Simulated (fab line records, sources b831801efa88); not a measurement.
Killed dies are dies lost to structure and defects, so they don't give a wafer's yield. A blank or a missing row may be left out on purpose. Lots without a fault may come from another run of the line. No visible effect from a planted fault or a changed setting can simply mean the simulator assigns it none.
Which tool did it?    flow gf180mcu    Sampling: 15 lots, 45 wafers, 2 of 602 route steps

WHAT EACH GAUGE READ, for each wafer
GF_MVSD_TW_MEAS_11. Usual: MVSD_TW 1588, standard deviation 7.2.
lot   measured     on            MVSD_TW                        flag
L399  day 4 10:32  filmMetro-04  1603 1598 1596                 
L400  day 4 17:19  filmMetro-01  1583 1590 1582                 
L401  day 4 22:12  filmMetro-04  1605 1607 1600                 
L403  day 5 11:06  filmMetro-02  1591 1590 1585                 
L404  day 5 16:09  filmMetro-01  1582 1584 1585                 
L405  day 6 00:10  filmMetro-01  1599 1589 1595                 
L406  day 6 06:04  filmMetro-04  1576 1587 1593                 
L408  day 6 14:57  filmMetro-01  1591 1584 1588                 
L409  day 6 20:02  filmMetro-02  1583 1580 1585                 
L413  day 7 21:19  filmMetro-01  1586 1592 1588                 
L414  day 8 02:05  filmMetro-04  1622 1626 1613 1606 1622 1610  OFF
L415  day 8 09:27  filmMetro-04  1584 1586 1592                 
L416  day 8 12:07  filmMetro-01  1608 1613 1612                 OFF
L417  day 8 22:22  filmMetro-02  1621 1628 1618 1617 1620 1614  OFF
L420  day 9 12:02  filmMetro-01  1581 1583 1582                 

EACH LOT AND THE TOOL THAT RAN IT (in order: tool; ch and the chambers of the sampled wafers; start)
lot   GF_MVSD_IMPLANT_09
L399  implanter-03 ch 0, day 4 10:17
L400  implanter-04 ch 0, day 4 17:05
L401  implanter-04 ch 0, day 4 21:58
L403  implanter-04 ch 0, day 5 10:51
L404  implanter-03 ch 0, day 5 15:54
L405  implanter-03 ch 0, day 5 23:55
L406  implanter-03 ch 0, day 6 05:49
L408  implanter-03 ch 0, day 6 14:43
L409  implanter-01 ch 0, day 6 19:47
L413  implanter-03 ch 0, day 7 21:05
L414  implanter-03 ch 0, day 8 01:50
L415  implanter-01 ch 0, day 8 09:13
L416  implanter-03 ch 0, day 8 11:53
L417  implanter-03 ch 0, day 8 22:08
L420  implanter-04 ch 0, day 9 11:47
- GF_MVSD_IMPLANT_09

WHAT THE TOOLS THEMSELVES READ (means of the sampled wafers that have a number; where no wafer has one, the mark that the record gives instead)
GF_MVSD_IMPLANT_09. Usual: tiltDeg -0.004 degrees, standard deviation 0.018.
lot   tool          tiltDeg (degrees)  flag
L399  implanter-03  -0.002             
L400  implanter-04  -0.021             
L401  implanter-04  -0.007             
L403  implanter-04  -0.003             
L404  implanter-03  -0.025             
L405  implanter-03  0.003              
L406  implanter-03  -0.005             
L408  implanter-03  0.004              
L409  implanter-01  -0.016             
L413  implanter-03  0.014              
L414  implanter-03  8.800              OFF
L415  implanter-01  -0.008             
L416  implanter-03  8.770              OFF
L417  implanter-03  8.799              OFF
L420  implanter-04  -0.013             

THE ANSWER, worked out from the rows above alone
Rule: a lot counts as off when the mean over its wafers that have a number is more than 3 standard deviations away from the usual mean. A lot without any number at a reading at which 4 lots or more have one is off too. Any other lot the step has rows for is counted as sound. The gauges are gone through in route order, then the tools' own readings, and for those a lot's mean is taken as printed above. The first step at which some lot is off is used, and at that step the reading that is off furthest; a lot without a number counts as furthest.
Off: L414, L416, L417, at GF_MVSD_TW_MEAS_11 (MVSD_TW).
A tool fits if, at a process step before that reading, it ran every lot that is off, and no sound lot after the first of them. Not tried: the gauges at GF_MVSD_TW_MEAS_11; whatever is off there is also off at GF_MVSD_IMPLANT_09, on other tools, and gauge error can't account for it. One candidate fits, namely implanter-03 at GF_MVSD_IMPLANT_09. Its last sound lot is L413 (day 7 21:05), its first lot that is off L414 (day 8 01:50): a fault that began between those two fits.
The tool's own readings at GF_MVSD_IMPLANT_09 bear it out: on the lots that are off they differ by more than 5 times the standard deviation of the sound lots' means. tiltDeg reads 8.790 degrees there against -0.007 degrees on the sound lots.

WHAT THE SIMULATOR HAD PUT IN
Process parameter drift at GF_MVSD_IMPLANT_09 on implanter-03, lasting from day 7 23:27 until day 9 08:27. Setting tiltDeg, moved by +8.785, from 0. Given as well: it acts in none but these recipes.
Lots struck among those shown: L414, L416, L417. The rule above reached the same finding.
